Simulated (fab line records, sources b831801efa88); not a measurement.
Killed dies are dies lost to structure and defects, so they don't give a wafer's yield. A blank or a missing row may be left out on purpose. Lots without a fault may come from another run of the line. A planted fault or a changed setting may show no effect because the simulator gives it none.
Problem report in the 8D (eight disciplines) form, filled by code | flow gf180mcu | the parts of the form that need people (team, actions taken, sign-off) are left out

1. THE PROBLEM
run_length_s at GF_STI_ETCH_13 reads a mean of 132.0 s on 6 wafers of 2 lots; wafers without a fault read 141.2 s with a standard deviation of 0.42. That is -22 standard deviations from the usual mean.
The step: etches the open film in CHF3/O2, stops on Si, target depth 282.31 nm, time 112.9 s.
First seen on wafer L235.2, day 3 13:10, on rie_diel-01. The record holds 33 wafers of 11 lots with a number at this step. Rule for "out", or "out of limits": more than 4 standard deviations from the usual mean. The other wafers with a number count as sound.

2. WHAT IT IS AND WHAT IT IS NOT
question                    | is                           | is not
which readings at this step | run_length_s, oes_product_au | drypump_motor_current_A
which lots                  | L235, L239                   | L228, L229, L230, L232, L242, L246, L247, L248, L251
which wafers of those lots  | all that have a number       | -
read on which tools         | rie_diel-01                  | rie_diel-02, rie_diel-03
when                        | from day 3 13:10             | up to then (12 sound wafers); but 15 sound wafers of L242, L246, L247, L248, L251 came after

3. SUSPECTS, AND WHAT RULES EACH OUT
Counting: a tool at a process step up to the reading stays a suspect if it ran every lot that is out and no sound lot after the first of them.
- rie_diel-01 at GF_STI_ETCH_13 (etches the open film in CHF3/O2, stops on Si, target depth 282.31 nm, time 112.9 s): kept. It ran every lot that is out, first L235 (day 3 13:10), and no sound lot after that; its last sound lot up to then is L232 (day 2 21:29). Its own readings are out on those wafers: oes_product_au, run_length_s.
Left after counting: rie_diel-01 at GF_STI_ETCH_13.

4. THE CAUSE (what the simulator had put in)
Process parameter drift: rie_diel-01, from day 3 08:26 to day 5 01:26, at GF_STI_ETCH_13. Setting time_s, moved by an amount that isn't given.
Counting left only this tool.

5. THE CHAIN OF EFFECTS, in route order
Each row: a reading whose mean over the struck wafers that have a number lies more than 3 standard deviations from the usual. Only readings for which the record gives a usual standard deviation are gone through. hours: the time from each lot's start at the first step in this table that gives one to its start at this step, as a median over the lots. sigmas: the change in usual standard deviations.
hours | step            | reading                  | usual      | on struck wafers | change | sigmas
0     | GF_STI_ETCH_13  | oes_product_au           | 0.829 a.u. | 0.907            | +0.079 | +13
0     | GF_STI_ETCH_13  | run_length_s             | 141.2 s    | 132.0            | -9.2   | -22
0     | GF_STI_STRIP_15 | strip_time_to_endpoint_s | 3.72 s     | 3.96             | +0.23  | +6.9
The process steps in it:
- GF_STI_ETCH_13: etches the open film in CHF3/O2, stops on Si, target depth 282.31 nm, time 112.9 s.
- GF_STI_STRIP_15: strips in O2/N2.
Readings that are blank on the struck wafers while sound wafers have them: rf_fwd_power_W at GF_STI_ETCH_13.

6. WHAT WOULD HAVE CAUGHT IT SOONER
In this record the first reading out of limits was taken at day 3 13:10, 5 hours after the fault began at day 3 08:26.
